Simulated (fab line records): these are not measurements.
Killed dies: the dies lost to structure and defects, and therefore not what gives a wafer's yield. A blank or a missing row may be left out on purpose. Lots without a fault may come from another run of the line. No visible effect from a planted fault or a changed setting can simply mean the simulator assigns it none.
Which tool did it? || flow sky130 || 14 lots, 42 wafers sampled, at 2 steps of a route of 708

## WHAT THE GAUGES READ, wafer by wafer
No reading from a measuring or inspecting step in the record can be judged against a usual standard deviation.

## EACH LOT AND THE TOOL THAT RAN IT (in order: tool; ch and the chambers of the sampled wafers; start)
{"lot": "L584", "SKY_METAL4_STRIP_19": "plasma asher-01 ch 0,1, day 41 21:13", "SKY_PAD_OPEN_PROBE_99": "prober-02, day 45 21:34"}
{"lot": "L585", "SKY_METAL4_STRIP_19": "plasma asher-03 ch 0,1, day 42 04:44", "SKY_PAD_OPEN_PROBE_99": "prober-01, day 46 04:30"}
{"lot": "L586", "SKY_METAL4_STRIP_19": "plasma asher-01 ch 0,1, day 42 13:40", "SKY_PAD_OPEN_PROBE_99": "prober-02, day 46 12:07"}
{"lot": "L588", "SKY_METAL4_STRIP_19": "plasma asher-01 ch 0,1, day 43 08:21", "SKY_PAD_OPEN_PROBE_99": "prober-02, day 47 03:25"}
{"lot": "L590", "SKY_METAL4_STRIP_19": "plasma asher-03 ch 0,1, day 43 15:05", "SKY_PAD_OPEN_PROBE_99": "prober-01, day 47 10:32"}
{"lot": "L589", "SKY_METAL4_STRIP_19": "plasma asher-02 ch 0,1, day 43 17:30", "SKY_PAD_OPEN_PROBE_99": "prober-02, day 47 12:31"}
{"lot": "L591", "SKY_METAL4_STRIP_19": "plasma asher-03 ch 0,1, day 43 23:50", "SKY_PAD_OPEN_PROBE_99": "prober-01, day 47 17:42"}
{"lot": "L593", "SKY_METAL4_STRIP_19": "plasma asher-01 ch 0,1, day 44 11:14", "SKY_PAD_OPEN_PROBE_99": "prober-02, day 48 05:01"}
{"lot": "L596", "SKY_METAL4_STRIP_19": "plasma asher-03 ch 0,1, day 45 04:43", "SKY_PAD_OPEN_PROBE_99": "prober-02, day 48 20:01"}
{"lot": "L603", "SKY_METAL4_STRIP_19": "plasma asher-03 ch 0,1, day 47 08:13", "SKY_PAD_OPEN_PROBE_99": "prober-01, day 50 11:10"}
{"lot": "L604", "SKY_METAL4_STRIP_19": "plasma asher-03 ch 0,1, day 47 09:22", "SKY_PAD_OPEN_PROBE_99": "prober-02, day 50 12:49"}
{"lot": "L605", "SKY_METAL4_STRIP_19": "plasma asher-01 ch 0,1, day 47 16:41", "SKY_PAD_OPEN_PROBE_99": "prober-01, day 50 17:58"}
{"lot": "L606", "SKY_METAL4_STRIP_19": "plasma asher-01 ch 0,1, day 47 18:19", "SKY_PAD_OPEN_PROBE_99": "prober-02, day 50 19:58"}
{"lot": "L607", "SKY_METAL4_STRIP_19": "plasma asher-01 ch 0,1, day 47 22:26", "SKY_PAD_OPEN_PROBE_99": "prober-01, day 51 00:58"}
- SKY_METAL4_STRIP_19: strips in O2/N2.
- SKY_PAD_OPEN_PROBE_99

## AS READ BY THE TOOLS THEMSELVES (means over the sampled wafers that have a number; for cases with no such wafer, the mark the record gives instead)
SKY_METAL4_STRIP_19. Usual: chamber pressure mTorr 1500.0 mTorr, standard deviation 1.4; drypump motor current A 5.7 A, standard deviation 0.47; oes product au 0.502 a.u., standard deviation 0.007; strip time to endpoint s 6.53 s, standard deviation 0.13.
{"lot": "L584", "tool": "plasma asher-01", "chamber pressure mTorr (mTorr)": 1499.6, "drypump motor current A (A)": 5.4, "oes product au (a.u.)": 0.501, "strip time to endpoint s (s)": 6.41, "flag": ""}
{"lot": "L585", "tool": "plasma asher-03", "chamber pressure mTorr (mTorr)": 1500.2, "drypump motor current A (A)": 6.4, "oes product au (a.u.)": 0.497, "strip time to endpoint s (s)": 6.47, "flag": ""}
{"lot": "L586", "tool": "plasma asher-01", "chamber pressure mTorr (mTorr)": 1499.5, "drypump motor current A (A)": 5.3, "oes product au (a.u.)": 0.496, "strip time to endpoint s (s)": 6.46, "flag": ""}
{"lot": "L588", "tool": "plasma asher-01", "chamber pressure mTorr (mTorr)": 1499.3, "drypump motor current A (A)": 5.4, "oes product au (a.u.)": 0.500, "strip time to endpoint s (s)": 6.48, "flag": ""}
{"lot": "L590", "tool": "plasma asher-03", "chamber pressure mTorr (mTorr)": 1501.1, "drypump motor current A (A)": 6.0, "oes product au (a.u.)": 0.510, "strip time to endpoint s (s)": 6.72, "flag": ""}
{"lot": "L589", "tool": "plasma asher-02", "chamber pressure mTorr (mTorr)": 1499.5, "drypump motor current A (A)": 5.6, "oes product au (a.u.)": 0.506, "strip time to endpoint s (s)": 6.70, "flag": ""}
{"lot": "L591", "tool": "plasma asher-03", "chamber pressure mTorr (mTorr)": 1498.6, "drypump motor current A (A)": 6.0, "oes product au (a.u.)": 0.497, "strip time to endpoint s (s)": 6.45, "flag": ""}
{"lot": "L593", "tool": "plasma asher-01", "chamber pressure mTorr (mTorr)": 1499.5, "drypump motor current A (A)": 5.4, "oes product au (a.u.)": 0.504, "strip time to endpoint s (s)": 6.53, "flag": ""}
{"lot": "L596", "tool": "plasma asher-03", "chamber pressure mTorr (mTorr)": 1500.8, "drypump motor current A (A)": 6.4, "oes product au (a.u.)": 0.501, "strip time to endpoint s (s)": 6.54, "flag": ""}
{"lot": "L603", "tool": "plasma asher-03", "chamber pressure mTorr (mTorr)": "-", "drypump motor current A (A)": "-", "oes product au (a.u.)": "-", "strip time to endpoint s (s)": "-", "flag": "OFF"}
{"lot": "L604", "tool": "plasma asher-03", "chamber pressure mTorr (mTorr)": "-", "drypump motor current A (A)": "-", "oes product au (a.u.)": "-", "strip time to endpoint s (s)": "-", "flag": "OFF"}
{"lot": "L605", "tool": "plasma asher-01", "chamber pressure mTorr (mTorr)": 1500.2, "drypump motor current A (A)": 5.4, "oes product au (a.u.)": 0.496, "strip time to endpoint s (s)": 6.40, "flag": ""}
{"lot": "L606", "tool": "plasma asher-01", "chamber pressure mTorr (mTorr)": 1499.8, "drypump motor current A (A)": 5.4, "oes product au (a.u.)": 0.501, "strip time to endpoint s (s)": 6.56, "flag": ""}
{"lot": "L607", "tool": "plasma asher-01", "chamber pressure mTorr (mTorr)": 1499.9, "drypump motor current A (A)": 5.4, "oes product au (a.u.)": 0.506, "strip time to endpoint s (s)": 6.60, "flag": ""}

SKY_PAD_OPEN_PROBE_99. Usual: defect limited yield 82.6 %, standard deviation 1.9; killed_at_M0_to_M3 42, standard deviation 7; killed_at_M4_up 3.2, standard deviation 1.6; killed at contacts 24, standard deviation 5.8; killed at front end 16, standard deviation 4.3; killed at other 0.3, standard deviation 0.62; killed dies 86, standard deviation 9.5; killed on rim 17, standard deviation 3.7; killed open 46, standard deviation 6.4; killed short 39, standard deviation 6.3; sort_bin_3_pad_short 0.9 %, standard deviation 0.43; sort_bin_5_function 10.5 %, standard deviation 1.4; sort_bin_6_memory 6.1 %, standard deviation 1.2; sort_bin_8_speed 0.00 %, standard deviation 0.017; sort n pass 406, standard deviation 9.5; sort yield pct 82.6 %, standard deviation 1.9.
{"lot": "L584", "tool": "prober-02", "defect limited yield (%)": 83.4, "killed_at_M0_to_M3": 40, "killed_at_M4_up": 2.3, "killed at contacts": 23, "killed at front end": 16, "killed at other": 0.0, "killed dies": 82, "killed on rim": 15, "killed open": 46, "killed short": 36, "sort_bin_3_pad_short (%)": 0.8, "sort_bin_5_function (%)": 10.5, "sort_bin_6_memory (%)": 5.3, "sort_bin_8_speed (%)": 0.00, "sort n pass": 410, "sort yield pct (%)": 83.4, "flag": ""}
{"lot": "L585", "tool": "prober-01", "defect limited yield (%)": 83.3, "killed_at_M0_to_M3": 38, "killed_at_M4_up": 2.3, "killed at contacts": 25, "killed at front end": 16, "killed at other": 0.3, "killed dies": 82, "killed on rim": 15, "killed open": 45, "killed short": 37, "sort_bin_3_pad_short (%)": 0.6, "sort_bin_5_function (%)": 10.8, "sort_bin_6_memory (%)": 5.3, "sort_bin_8_speed (%)": 0.00, "sort n pass": 410, "sort yield pct (%)": 83.3, "flag": ""}
{"lot": "L586", "tool": "prober-02", "defect limited yield (%)": 82.8, "killed_at_M0_to_M3": 44, "killed_at_M4_up": 2.7, "killed at contacts": 27, "killed at front end": 12, "killed at other": 0.0, "killed dies": 85, "killed on rim": 19, "killed open": 45, "killed short": 39, "sort_bin_3_pad_short (%)": 0.7, "sort_bin_5_function (%)": 11.0, "sort_bin_6_memory (%)": 5.6, "sort_bin_8_speed (%)": 0.00, "sort n pass": 407, "sort yield pct (%)": 82.8, "flag": ""}
{"lot": "L588", "tool": "prober-02", "defect limited yield (%)": 81.6, "killed_at_M0_to_M3": 49, "killed_at_M4_up": 3.7, "killed at contacts": 23, "killed at front end": 15, "killed at other": 0.7, "killed dies": 91, "killed on rim": 17, "killed open": 45, "killed short": 44, "sort_bin_3_pad_short (%)": 1.3, "sort_bin_5_function (%)": 10.4, "sort_bin_6_memory (%)": 6.7, "sort_bin_8_speed (%)": 0.00, "sort n pass": 401, "sort yield pct (%)": 81.6, "flag": ""}
{"lot": "L590", "tool": "prober-01", "defect limited yield (%)": 81.8, "killed_at_M0_to_M3": 37, "killed_at_M4_up": 4.7, "killed at contacts": 29, "killed at front end": 19, "killed at other": 0.7, "killed dies": 90, "killed on rim": 17, "killed open": 47, "killed short": 41, "sort_bin_3_pad_short (%)": 1.3, "sort_bin_5_function (%)": 9.7, "sort_bin_6_memory (%)": 7.2, "sort_bin_8_speed (%)": 0.00, "sort n pass": 402, "sort yield pct (%)": 81.8, "flag": ""}
{"lot": "L589", "tool": "prober-02", "defect limited yield (%)": 81.1, "killed_at_M0_to_M3": 41, "killed_at_M4_up": 4.7, "killed at contacts": 31, "killed at front end": 16, "killed at other": 0.0, "killed dies": 93, "killed on rim": 20, "killed open": 50, "killed short": 43, "sort_bin_3_pad_short (%)": 1.3, "sort_bin_5_function (%)": 12.0, "sort_bin_6_memory (%)": 5.6, "sort_bin_8_speed (%)": 0.00, "sort n pass": 399, "sort yield pct (%)": 81.1, "flag": ""}
{"lot": "L591", "tool": "prober-01", "defect limited yield (%)": 83.8, "killed_at_M0_to_M3": 38, "killed_at_M4_up": 4.0, "killed at contacts": 25, "killed at front end": 13, "killed at other": 0.0, "killed dies": 80, "killed on rim": 15, "killed open": 45, "killed short": 34, "sort_bin_3_pad_short (%)": 0.9, "sort_bin_5_function (%)": 10.2, "sort_bin_6_memory (%)": 5.1, "sort_bin_8_speed (%)": 0.00, "sort n pass": 412, "sort yield pct (%)": 83.8, "flag": ""}
{"lot": "L593", "tool": "prober-02", "defect limited yield (%)": 82.2, "killed_at_M0_to_M3": 45, "killed_at_M4_up": 3.3, "killed at contacts": 25, "killed at front end": 13, "killed at other": 0.7, "killed dies": 87, "killed on rim": 17, "killed open": 47, "killed short": 41, "sort_bin_3_pad_short (%)": 0.9, "sort_bin_5_function (%)": 9.9, "sort_bin_6_memory (%)": 7.0, "sort_bin_8_speed (%)": 0.00, "sort n pass": 405, "sort yield pct (%)": 82.2, "flag": ""}
{"lot": "L596", "tool": "prober-02", "defect limited yield (%)": 83.0, "killed_at_M0_to_M3": 44, "killed_at_M4_up": 2.7, "killed at contacts": 24, "killed at front end": 13, "killed at other": 0.3, "killed dies": 84, "killed on rim": 18, "killed open": 46, "killed short": 36, "sort_bin_3_pad_short (%)": 1.0, "sort_bin_5_function (%)": 10.7, "sort_bin_6_memory (%)": 5.3, "sort_bin_8_speed (%)": 0.07, "sort n pass": 408, "sort yield pct (%)": 82.9, "flag": "OFF"}
{"lot": "L603", "tool": "prober-01", "defect limited yield (%)": 0.0, "killed_at_M0_to_M3": 39, "killed_at_M4_up": 410.7, "killed at contacts": 25, "killed at front end": 17, "killed at other": 0.0, "killed dies": 492, "killed on rim": 96, "killed open": 49, "killed short": 36, "sort_bin_3_pad_short (%)": 0.5, "sort_bin_5_function (%)": 92.8, "sort_bin_6_memory (%)": 6.7, "sort_bin_8_speed (%)": 0.00, "sort n pass": 0, "sort yield pct (%)": 0.0, "flag": "OFF"}
{"lot": "L604", "tool": "prober-02", "defect limited yield (%)": 0.0, "killed_at_M0_to_M3": 43, "killed_at_M4_up": 412.7, "killed at contacts": 18, "killed at front end": 18, "killed at other": 0.3, "killed dies": 492, "killed on rim": 96, "killed open": 44, "killed short": 38, "sort_bin_3_pad_short (%)": 0.3, "sort_bin_5_function (%)": 94.0, "sort_bin_6_memory (%)": 5.8, "sort_bin_8_speed (%)": 0.00, "sort n pass": 0, "sort yield pct (%)": 0.0, "flag": "OFF"}
{"lot": "L605", "tool": "prober-01", "defect limited yield (%)": 83.5, "killed_at_M0_to_M3": 41, "killed_at_M4_up": 1.7, "killed at contacts": 23, "killed at front end": 15, "killed at other": 0.3, "killed dies": 81, "killed on rim": 17, "killed open": 42, "killed short": 39, "sort_bin_3_pad_short (%)": 0.7, "sort_bin_5_function (%)": 9.3, "sort_bin_6_memory (%)": 6.5, "sort_bin_8_speed (%)": 0.00, "sort n pass": 411, "sort yield pct (%)": 83.5, "flag": ""}
{"lot": "L606", "tool": "prober-02", "defect limited yield (%)": 84.8, "killed_at_M0_to_M3": 33, "killed_at_M4_up": 3.7, "killed at contacts": 23, "killed at front end": 14, "killed at other": 0.7, "killed dies": 75, "killed on rim": 15, "killed open": 38, "killed short": 35, "sort_bin_3_pad_short (%)": 1.2, "sort_bin_5_function (%)": 9.2, "sort_bin_6_memory (%)": 4.8, "sort_bin_8_speed (%)": 0.00, "sort n pass": 417, "sort yield pct (%)": 84.8, "flag": ""}
{"lot": "L607", "tool": "prober-01", "defect limited yield (%)": 84.8, "killed_at_M0_to_M3": 34, "killed_at_M4_up": 3.0, "killed at contacts": 26, "killed at front end": 11, "killed at other": 0.7, "killed dies": 75, "killed on rim": 15, "killed open": 40, "killed short": 35, "sort_bin_3_pad_short (%)": 0.4, "sort_bin_5_function (%)": 8.7, "sort_bin_6_memory (%)": 6.0, "sort_bin_8_speed (%)": 0.00, "sort n pass": 417, "sort yield pct (%)": 84.8, "flag": ""}

## THE ANSWER, worked out from the rows above alone
Rule: a lot counts as off when the mean over its wafers that have a number is more than 3 standard deviations away from the usual mean. Also off: a lot with no number at a reading for which 4 or more lots have one. The other lots that the step has rows for count as sound. Order of review: gauges by route order, followed by the tools' own readings, for which a lot's mean as printed above is used. The first step at which some lot is off is used, and at that step the reading that is off furthest; a lot without a number counts as furthest.
Off: L603, L604, at SKY_METAL4_STRIP_19 (chamber pressure mTorr). Without a number there: L603, L604.
A tool fits if, at that step or a process step before it, it ran every lot that is off, and no sound lot after the first of them. One fits: SKY_METAL4_STRIP_19 on plasma asher-03. A fault onset in the window from L596 (day 45 04:43, its last sound lot) to L603 (day 47 08:13, its first lot off) fits.
Blank at SKY_METAL4_STRIP_19 on the lots that are off, where sound lots have numbers: chamber pressure mTorr, drypump motor current A, oes product au, strip time to endpoint s.

## WHAT WAS PUT IN BY THE SIMULATOR
At SKY_METAL4_STRIP_19, the step was skipped entirely on plasma asher-03 from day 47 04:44 on. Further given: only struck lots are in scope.
Lots struck among those shown: L603, L604. The rule given above showed the same thing.
